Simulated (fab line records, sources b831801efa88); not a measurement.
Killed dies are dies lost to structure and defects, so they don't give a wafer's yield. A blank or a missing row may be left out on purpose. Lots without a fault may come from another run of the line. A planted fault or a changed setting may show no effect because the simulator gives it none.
A struck lot beside a sound one | flow sky130 | 15 steps out of a route of 708
Sound: wafers L940.2, L940.4, L940.5. Struck: wafers L943.1, L943.2, L943.4. The cause comes at the end.
At each step with rows: each side's tool, then ch and its chambers, then its first start. Under that, the readings that differ: sound wafers | struck wafers | difference of the means | sigmas: that difference in standard deviations of wafers without a fault.
alike: readings whose means differ by less than 2 such deviations, and words and numbers that are the same on both sides. not compared: withheld readings, readings that some wafer has no value for, bounds like >300 that may hide the same value, and numbers for which the record gives no deviation and whose values overlap.
The two part at a step that has a row with sigmas, a row that says differs or no value, or rows on one side only. Numbers that don't overlap but have no deviation are shown without sigmas and don't part them. A reading that every wafer of one side lacks parts them only if that side has two wafers or more.

first, 3 steps without rows for these wafers: SKY_CONTACT_EXPOSE_11 (exposes mask CTM1, target cd 170 nm); SKY_CONTACT_PEB_12; SKY_CONTACT_DEVELOP_13 (develop time 60 s).
SKY_CONTACT_CD_MEAS_14: target cd 170 nm.
  sound on cd_sem-01, day 34 15:44; struck on cd_sem-01, day 35 21:13
  alike: cd_nm
SKY_CONTACT_OVL_MEAS_15:
  sound on overlay-02, day 34 15:51; struck on overlay-02, day 35 21:20
  alike: CONTACT_OVL
SKY_CONTACT_ETCH_16: etches BARC in N2/H2, stops on SiO2, time 45.9 s, target depth 60 nm.
  sound on rie_diel-04 ch 1,2,3, day 34 15:53; struck on rie_diel-03 ch 1,2,3, day 35 21:23
  alike: drypump_motor_current_A, n2_flow_sccm, oes_product_au, throttle_valve_pct
  not compared: rf_hours_counter_h
SKY_CONTACT_ETCH_17: etches SiO2 in C4F8/O2/Ar, stops on Si3N4, target depth 340 nm.
  sound on rie_diel-04 ch 1,2,3, day 34 15:55; struck on rie_diel-03 ch 1,2,3, day 35 21:25
  alike: oes_product_au
SKY_CONTACT_ETCH_18: etches Si3N4 in CHF3/O2, stops on TiN, time 39 s, target depth 75 nm.
  sound on rie_diel-04 ch 1,2,3; struck on rie_diel-03 ch 1,2,3
  alike: drypump_motor_current_A, oes_product_au, throttle_valve_pct
  not compared: rf_hours_counter_h
SKY_CONTACT_STRIP_19: strips in O2/N2.
  sound on plasma_asher-03 ch 0,1, day 34 16:01; struck on plasma_asher-03 ch 0,1, day 35 21:31
  alike: drypump_motor_current_A, n2_flow_sccm, oes_product_au, strip_time_to_endpoint_s
  not compared: rf_hours_counter_h
then, 3 steps without rows for these wafers: SKY_CONTACT_STRIP_20 (strips in post etch residue remover, time 1200 s); SKY_CONTACT_CLEAN_21 (cleans in IPA, time 180 s); SKY_CONTACT_CLEAN_22 (cleans in O3/DIW).
SKY_CONTACT_SPUTTER_23: material TiN, target thk 20 nm, time 80 s.
  sound on pvd_sputter-04, day 34 16:36; struck on pvd_sputter-04, day 35 22:06
  no value came back on the struck wafers for cathode_dc_power_W (W), chamber_pressure_pa (Pa), throttle_valve_pct (%); on the sound wafers cathode_dc_power_W (W) reads 4000.0 3999.7 4000.8
SKY_CONTACT_CVD_24: deposits W, target thk 340 nm, time 102.12 s.
  sound on cvd_w-02 ch 0,1, day 34 16:40; struck on cvd_w-02 ch 0,1, day 35 22:10
  alike: chamber_pressure_Torr, heater_power_w
-- the record jumps here: 13 days lie between the struck wafers' starts before and after (it left off in module CONTACT and takes up again in module PAD_OPEN, whose first step shown is number 708 of the route) --
SKY_PAD_OPEN_PROBE_99:
  sound on prober-01, day 48 02:41; struck on prober-02, day 48 23:56
  reading            | sound    | struck                                                               | difference                   | sigmas
  hold               | - - -    | await_dispo/2.8h/scrap await_dispo/2.8h/scrap await_dispo/2.8h/scrap | no value on the sound wafers |
  killed_at_contacts | 19 25 37 | 439 438 438                                                          | +411                         | +75
  killed_dies        | 81 94 87 | 492 492 492                                                          | +405                         | +43
  killed_on_rim      | 15 22 14 | 96 96 96                                                             | +79                          | +20
  alike: killed_at_M0_to_M3, killed_at_M4_up, killed_at_front_end, killed_at_other, killed_open, killed_short

WHERE THEY PART
First at SKY_CONTACT_SPUTTER_23; last, within this record, at SKY_PAD_OPEN_PROBE_99.

WHY: what the simulator had put in
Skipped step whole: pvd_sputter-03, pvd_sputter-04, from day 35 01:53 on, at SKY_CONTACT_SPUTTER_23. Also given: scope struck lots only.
